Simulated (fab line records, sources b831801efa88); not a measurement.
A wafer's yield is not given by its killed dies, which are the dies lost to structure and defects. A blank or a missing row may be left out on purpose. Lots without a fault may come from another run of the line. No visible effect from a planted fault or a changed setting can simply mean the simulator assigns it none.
Problem report, 8D (eight disciplines) form, completed by code    flow sky130    the parts of the form that need people (team, actions taken, sign-off) are left out

## 1. THE PROBLEM
Wafers without a fault read 410.3 nm, standard deviation 2.1; cd nm at SKY_SONOS_TUNNEL_CD_MEAS_07 reads a mean of 397.0 nm on 6 wafers belonging to 2 lots. Relative to the usual mean, that is a shift of -6.3 standard deviations.
The step: target cd 410 nm.
Seen first at day 14 15:56 on cd sem-01, wafer L737.1. The record holds 39 wafers of 13 lots with a number at this step. Rule for "out" (also "out of limits"): further than 4 standard deviations from the usual mean. The other wafers with a number count as sound.

## 2. WHAT IT IS; WHAT IT IS NOT
question                     is                      is not
which readings at this step  cd nm                   -
which lots                   L737, L739              L728, L729, L741, L742, L744, L745, L746, L747, L748, L749, L750
which wafers of those lots   all that have a number  -
read on which gauges         cd sem-01, cd sem-02    -
when                         from day 14 15:56       up to then (6 sound wafers); but 27 sound wafers of L741, L742, L744, L745, L746, L747, L748, L749, L750 came after

## 3. WHAT RULES OUT EACH SUSPECT
Counting: a tool at a process step up to the reading stays a suspect if it ran every lot that is out and no sound lot after the first of them.
- the gauge at SKY_SONOS_TUNNEL_CD_MEAS_07 has been ruled out. 2 gauges (cd sem-01, cd sem-02) read the wafers that are out.
- plasma asher-01 at SKY_VT_ADJUST_NCORE_STRIP_10 (strips in O2/N2): ruled out as a lasting fault. Sound lots L742, L745, L749 ran on it after its first lot that is out, L737 (day 11 12:26).
- litho track-01 at SKY_SONOS_TUNNEL_DEVELOP_06 (develop time 60 s): ruled out as a lasting fault. Sound lots L747, L750, L749 ran on it after its first lot that is out, L737 (day 14 15:47).
Left after counting: nothing in the record.

## 4. THE CAUSE (what the simulator had put in)
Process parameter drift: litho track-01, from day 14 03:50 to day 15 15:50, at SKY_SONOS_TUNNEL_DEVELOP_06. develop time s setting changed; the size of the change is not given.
The count ruled it out by mistake, since the rule takes a fault to strike every lot its tool runs from the start of the fault on, and this one did not do so.

## 5. SEQUENCE OF EFFECTS, ordered by route
Each row: a reading whose mean over the struck wafers that have a number lies more than 3 standard deviations from the usual. Only readings for which the record gives a usual standard deviation are gone through. hours: the time from each lot's start at the first step in this table that gives one to its start at this step, as a median over the lots. sigmas: the change in usual standard deviations.
hours  step                         reading  usual     on struck wafers  change  sigmas
0      SKY_SONOS_TUNNEL_CD_MEAS_07  cd nm    410.3 nm  397.0             -13.3   -6.3
Later measuring or inspecting steps at which every struck wafer that the step has a row for has a number for every such reading, and none has moved that far: SKY_SONOS_ONO_THK_MEAS_01.

## 6. WHAT WOULD HAVE CAUGHT IT SOONER
In this record the first reading out of limits at a measuring or inspecting step was taken at day 14 15:56, 12 hours after the fault began at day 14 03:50.
